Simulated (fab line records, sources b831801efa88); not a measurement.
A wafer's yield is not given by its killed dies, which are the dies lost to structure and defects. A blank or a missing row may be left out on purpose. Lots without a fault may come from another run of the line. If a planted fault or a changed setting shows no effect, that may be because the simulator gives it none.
Lot-split experiment + flow sky130 + 5 lots, 23 wafers read, on a route of 708 steps

## ON THE SPLIT
At SKY_METAL3_EXPOSE_10 (exposes mask MM3, target cd 300 nm), the setting dose-mj was moved away from the recipe's 28 on 5 of the 23 wafers read, by +3.9% to +6.6%. The other wafers ran this setting at the recipe's value.

## FROM THE SPLIT TO THE READING: what the file shows between them, 2 steps
- SKY_METAL3_PEB_11
- SKY_METAL3_DEVELOP_12: develop time 60 s

## THE READING
Shown in nm: cd-nm at SKY_METAL3_CD_MEAS_13, with target cd 300 nm. Typical for fault-free wafers on this fab line: 300.0 nm, with standard deviation 1.6 nm.

| wafer  | tool, chamber at the split | dose-mj as run | against the recipe | cd-nm, nm | against lot-mates on the recipe |
|--------|----------------------------|----------------|--------------------|-----------|---------------------------------|
| L074.1 | krf-scanner-02, 0          | 28             | recipe             | 302.8     | -                               |
| L074.3 | krf-scanner-02, 0          | 28             | recipe             | 302.7     | -                               |
| L074.4 | krf-scanner-02, 0          | 28             | recipe             | 302.6     | -                               |
| L074.5 | krf-scanner-02, 0          | 28             | recipe             | 302.7     | -                               |
| L074.6 | krf-scanner-02, 0          | 28             | recipe             | 301.2     | -                               |
| L076.1 | krf-scanner-02, 0          | 28             | recipe             | 300.4     | -                               |
| L076.2 | krf-scanner-02, 0          | 28             | recipe             | 300.1     | -                               |
| L076.6 | krf-scanner-02, 0          | 28             | recipe             | 297.9     | -                               |
| L077.1 | krf-scanner-01, 0          | 28             | recipe             | 298.3     | -                               |
| L077.3 | krf-scanner-01, 0          | 28             | recipe             | 299.3     | -                               |
| L077.4 | krf-scanner-01, 0          | 28             | recipe             | 299.2     | -                               |
| L077.5 | krf-scanner-01, 0          | 28             | recipe             | 299.7     | -                               |
| L077.6 | krf-scanner-01, 0          | 28             | recipe             | 298.1     | -                               |
| L081.1 | krf-scanner-01, 0          | 28             | recipe             | 299.9     | -                               |
| L081.2 | krf-scanner-01, 0          | 29.86          | +6.6%              | 287.7     | -11.8                           |
| L081.3 | krf-scanner-01, 0          | 29.86          | +6.6%              | 289.3     | -10.2                           |
| L081.4 | krf-scanner-01, 0          | 28             | recipe             | 298.8     | -                               |
| L081.6 | krf-scanner-01, 0          | 28             | recipe             | 299.9     | -                               |
| L083.1 | krf-scanner-01, 0          | 29.08          | +3.9%              | 293.6     | -6.5                            |
| L083.2 | krf-scanner-01, 0          | 29.08          | +3.9%              | 292.8     | -7.3                            |
| L083.3 | krf-scanner-01, 0          | 28             | recipe             | 299.7     | -                               |
| L083.4 | krf-scanner-01, 0          | 29.08          | +3.9%              | 294.2     | -5.9                            |
| L083.6 | krf-scanner-01, 0          | 28             | recipe             | 300.5     | -                               |

FIT RESULTS
A straight line over all 23 wafers: cd-nm changes by -1.75 nm for each +1% of dose-mj; r = -0.94; the points scatter about the line by 1.5 nm.
The same after taking each lot's own level away (the mean of its wafers on the recipe; 23 wafers): -1.67 nm for each +1%; r = -0.98; scatter 0.72 nm.
Per that fit: largest dose-mj move, reading shift of 11 nm.
From 298.92 to 302.40 nm: that is the span of the lots' own levels, equal to 2.2 times the standard deviation above.
So the lot-to-lot level changes the slope little: the two slopes agree.
Check: for one of the wafers moved furthest among these (+6.6%), held out of the fit, the line's prediction against its lot-mates is -10.8 nm. Against them it came out at -11.8 nm.

## ADDITIONAL SPLITS CARRIED BY THESE WAFERS
Note: prior to the reading, these wafers also went through further splits. Each is held against what the fit with the lots' levels taken away leaves over:
| other split on the same wafers | wafers away from the commonest value | r with cd-nm (lot level and that fit taken away) |
|--------------------------------|--------------------------------------|--------------------------------------------------|
| SKY_VIA2_ETCH_15 bias-w        | 8                                    | +0.11                                            |
| SKY_CAPM_EXPOSE_09 dose-mj     | 7                                    | -0.10                                            |

## THE WHOLE CHAIN: every reading that the file lists as answering this split, in the file's order
| step                  | what it does           | reading                                                       | change (the file's fit)              | r (the file's) |
|-----------------------|------------------------|---------------------------------------------------------------|--------------------------------------|----------------|
| SKY_METAL3_DEVELOP_12 | develop time 60 s      | METAL3.cd-nm (the simulator's own value, which no gauge read) | -1.66 nm for each +1% of the setting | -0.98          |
| SKY_METAL3_CD_MEAS_13 | target cd 300 nm       | cd-nm                                                         | -1.67 nm for each +1% of the setting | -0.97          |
| SKY_METAL3_DESCUM_15  | chemistry O2, time 8 s | METAL3.cd-nm (the simulator's own value, which no gauge read) | -1.64 nm for each +1% of the setting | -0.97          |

## FILE'S OWN FIT
cd-nm changes by -1.67 nm for each +1% of dose-mj, r = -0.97.
